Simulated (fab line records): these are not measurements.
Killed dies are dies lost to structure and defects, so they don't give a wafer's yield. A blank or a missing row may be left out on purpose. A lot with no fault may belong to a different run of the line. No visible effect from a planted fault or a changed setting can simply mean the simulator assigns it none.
Chamber matching | flow gf180mcu | 4 sister chambers for GF_POLY_GATE_ETCH_13 on rieSi-01
The step etches poly-Si in HBr/Cl2, stops on SiO2, target depth 198.5 nm, time 69.6 s. 8 wafers are shown with their chamber, then 8 later ones without.

== WAFERS WITH THEIR CHAMBER ==
wafer  | chamber | drypumpMotorCurrentA (A) | runLengthS (s)
L934.3 | 2       | 5.2                      | 97.1
L943.1 | 3       | 5.6                      | 97.4
L943.2 | 0       | 6.6                      | 96.9
L943.6 | 3       | 5.6                      | 97.4
L945.1 | 1       | 5.8                      | 98.6
L945.3 | 0       | 6.5                      | 96.9
L945.6 | 2       | 5.2                      | 97.3
L948.1 | 1       | 5.9                      | 98.4

== WAFERS WITHOUT THEIR CHAMBER ==
wafer  | drypumpMotorCurrentA (A) | runLengthS (s)
L948.2 | 6.6                      | 97.2
L948.6 | 6.6                      | 96.9
L953.1 | 6.6                      | 97.6
L953.4 | 5.7                      | 97.6
L953.6 | 5.7                      | 96.9
L954.2 | 5.2                      | 97.5
L954.4 | 5.9                      | 98.5
L954.6 | 5.6                      | 97.3

== WHICH CHAMBER EACH ONE RAN IN ==
wafer  | from the rows above | in truth
L948.2 | 0                   | 0
L948.6 | 0                   | 0
L953.1 | 0                   | 0
L953.4 | 3                   | 3
L953.6 | 3                   | 3
L954.2 | 2                   | 2
L954.4 | 1                   | 1
L954.6 | 3                   | 3
Correctly placed: 8 of 8. Left unplaced by these rows: 0. 0 placed wrongly.
How it was worked out, from the rows above alone: a wafer's distance from a chamber is the root of the sum, over the readings, of the square of ((its reading less the chamber's mean) divided by the reading's scatter). If the next closest chamber is less than 2 further off than the closest, the wafer can't be placed; otherwise it belongs to the closest. Each chamber's mean is taken over the wafers shown for it. The scatter: take each reading less its chamber's mean, square it, sum over the shown wafers, divide by the number of wafers less the number of chambers, and take the root.
